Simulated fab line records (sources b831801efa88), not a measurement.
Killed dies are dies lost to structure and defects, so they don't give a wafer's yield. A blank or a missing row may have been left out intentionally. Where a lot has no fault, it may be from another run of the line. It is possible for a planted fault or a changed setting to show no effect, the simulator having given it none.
Which tool was responsible? / flow gf180mcu / Sampling: 14 lots, 42 wafers, 3 of 602 route steps

== WHAT EACH GAUGE READ, for each wafer ==
GF_V5_OVL_MEAS_15.
lot=L695; measured=day 27 20:32; on=overlay-01; V5_OVL (nm)=0 -1 1
lot=L696; measured=day 27 23:23; on=overlay-02; V5_OVL (nm)=-11 -15 -8
lot=L697; measured=day 28 03:01; on=overlay-02; V5_OVL (nm)=7 3 10
lot=L698; measured=day 28 21:05; on=overlay-02; V5_OVL (nm)=9 12 3
lot=L699; measured=day 29 12:27; on=overlay-02; V5_OVL (nm)=-17 -5 -12
lot=L700; measured=day 29 16:04; on=overlay-02; V5_OVL (nm)=-2 6 1
lot=L705; measured=day 31 08:11; on=overlay-02; V5_OVL (nm)=-6 4 -4
lot=L706; measured=day 31 09:09; on=overlay-01; V5_OVL (nm)=2 7 1
lot=L707; measured=day 31 15:12; on=overlay-01; V5_OVL (nm)=2 0 0
lot=L711; measured=day 32 19:02; on=overlay-01; V5_OVL (nm)=9 -1 2
lot=L712; measured=day 32 22:29; on=overlay-01; V5_OVL (nm)=8 6 2
lot=L713; measured=day 33 00:35; on=overlay-02; V5_OVL (nm)=-11 -7 -5
lot=L716; measured=day 33 18:35; on=overlay-02; V5_OVL (nm)=-11 0 -8
lot=L717; measured=day 34 07:44; on=overlay-02; V5_OVL (nm)=8 4 8

== TOOL THAT RAN EACH LOT (tool first, then ch and the chambers of the sampled wafers, then the start) ==
lot=L695; GF_M3_SPUTTER_01=pvd_sputter-01, day 20 19:19; GF_V5_CMP_04=cmp-01 ch 2,3, day 26 23:56
lot=L696; GF_M3_SPUTTER_01=pvd_sputter-04, day 21 01:09; GF_V5_CMP_04=cmp-01 ch 0,1,3, day 27 02:22
lot=L697; GF_M3_SPUTTER_01=pvd_sputter-01, day 21 07:45; GF_V5_CMP_04=cmp-01 ch 0,2,3, day 27 06:09
lot=L698; GF_M3_SPUTTER_01=pvd_sputter-01, day 22 02:08; GF_V5_CMP_04=cmp-01 ch 0,1,3, day 28 00:21
lot=L699; GF_M3_SPUTTER_01=pvd_sputter-02, day 22 13:50; GF_V5_CMP_04=cmp-01 ch 0,2,3, day 28 16:33
lot=L700; GF_M3_SPUTTER_01=pvd_sputter-01, day 23 01:13; GF_V5_CMP_04=cmp-01 ch 0,2, day 28 21:03
lot=L705; GF_M3_SPUTTER_01=pvd_sputter-01, day 25 04:01; GF_V5_CMP_04=cmp-01 ch 0,3, day 30 13:47
lot=L706; GF_M3_SPUTTER_01=pvd_sputter-01, day 25 04:37; GF_V5_CMP_04=cmp-01 ch 0,1,2, day 30 14:23
lot=L707; GF_M3_SPUTTER_01=pvd_sputter-02, day 25 07:53; GF_V5_CMP_04=cmp-02 ch 0,1, day 30 20:25
lot=L711; GF_M3_SPUTTER_01=pvd_sputter-02, day 26 23:56; GF_V5_CMP_04=cmp-02 ch 0,2,3, day 32 01:50
lot=L712; GF_M3_SPUTTER_01=pvd_sputter-02, day 27 00:43; GF_V5_CMP_04=cmp-02 ch 0,1,2, day 32 05:40
lot=L713; GF_M3_SPUTTER_01=pvd_sputter-02, day 27 03:19; GF_V5_CMP_04=cmp-02 ch 0,1, day 32 07:09
lot=L716; GF_M3_SPUTTER_01=pvd_sputter-04, day 28 01:59; GF_V5_CMP_04=cmp-02 ch 0,2,3, day 33 01:19
lot=L717; GF_M3_SPUTTER_01=pvd_sputter-02, day 28 20:46; GF_V5_CMP_04=cmp-01 ch 0,1,3, day 33 14:46
- GF_M3_SPUTTER_01: material TiN, target thk 30 nm, time 25 s.
- GF_V5_CMP_04: polishes SiO2.

== WHAT THE TOOLS THEMSELVES READ (means of the sampled wafers that have a number; where no wafer has one, the mark that the record gives instead) ==
GF_M3_SPUTTER_01.
lot=L695; tool=pvd_sputter-01; throttle_valve_pct (%)=28.7
lot=L696; tool=pvd_sputter-04; throttle_valve_pct (%)=32.0
lot=L697; tool=pvd_sputter-01; throttle_valve_pct (%)=29.8
lot=L698; tool=pvd_sputter-01; throttle_valve_pct (%)=29.7
lot=L699; tool=pvd_sputter-02; throttle_valve_pct (%)=30.4
lot=L700; tool=pvd_sputter-01; throttle_valve_pct (%)=29.8
lot=L705; tool=pvd_sputter-01; throttle_valve_pct (%)=28.6
lot=L706; tool=pvd_sputter-01; throttle_valve_pct (%)=28.6
lot=L707; tool=pvd_sputter-02; throttle_valve_pct (%)=30.4
lot=L711; tool=pvd_sputter-02; throttle_valve_pct (%)=29.8
lot=L712; tool=pvd_sputter-02; throttle_valve_pct (%)=30.0
lot=L713; tool=pvd_sputter-02; throttle_valve_pct (%)=29.0
lot=L716; tool=pvd_sputter-04; throttle_valve_pct (%)=30.6
lot=L717; tool=pvd_sputter-02; throttle_valve_pct (%)=29.7

GF_V5_CMP_04.
lot=L695; tool=cmp-01; motor_current_A (A)=12.9; slurry_flow_ml_min=150.0
lot=L696; tool=cmp-01; motor_current_A (A)=12.2; slurry_flow_ml_min=149.7
lot=L697; tool=cmp-01; motor_current_A (A)=12.0; slurry_flow_ml_min=149.9
lot=L698; tool=cmp-01; motor_current_A (A)=11.9; slurry_flow_ml_min=149.5
lot=L699; tool=cmp-01; motor_current_A (A)=12.0; slurry_flow_ml_min=149.9
lot=L700; tool=cmp-01; motor_current_A (A)=11.2; slurry_flow_ml_min=150.0
lot=L705; tool=cmp-01; motor_current_A (A)=12.9; slurry_flow_ml_min=150.4
lot=L706; tool=cmp-01; motor_current_A (A)=10.9; slurry_flow_ml_min=149.8
lot=L707; tool=cmp-02; motor_current_A (A)=11.5; slurry_flow_ml_min=149.7
lot=L711; tool=cmp-02; motor_current_A (A)=12.8; slurry_flow_ml_min=150.2
lot=L712; tool=cmp-02; motor_current_A (A)=12.7; slurry_flow_ml_min=150.1
lot=L713; tool=cmp-02; motor_current_A (A)=11.3; slurry_flow_ml_min=149.8
lot=L716; tool=cmp-02; motor_current_A (A)=12.4; slurry_flow_ml_min=149.6
lot=L717; tool=cmp-01; motor_current_A (A)=12.1; slurry_flow_ml_min=149.8

== THE ANSWER, worked out from the rows above alone ==
Rule: what is usual is taken from the lots themselves. The widest of any qualifying gaps counts: lots, ordered by their means at a reading, are off when they make up no more than a third of the lots, leave a main group of 4 or more, and stand apart from it by 3 or more times the standard deviation of that group's means. Not used: any main group whose means are identical at the precision the tables above print for the reading. A lot without any number at a reading at which 4 lots or more have one is off too. The other lots that the step has rows for count as sound. Order of review: gauges by route order, followed by the tools' own readings, for which a lot's mean as printed above is used. At the first step where some lot is off, the reading lying furthest off is the one used; lots without a number count as furthest.
Nothing can be told from this: no lot is off at any reading shown.

== WHAT THE SIMULATOR HAD INSERTED ==
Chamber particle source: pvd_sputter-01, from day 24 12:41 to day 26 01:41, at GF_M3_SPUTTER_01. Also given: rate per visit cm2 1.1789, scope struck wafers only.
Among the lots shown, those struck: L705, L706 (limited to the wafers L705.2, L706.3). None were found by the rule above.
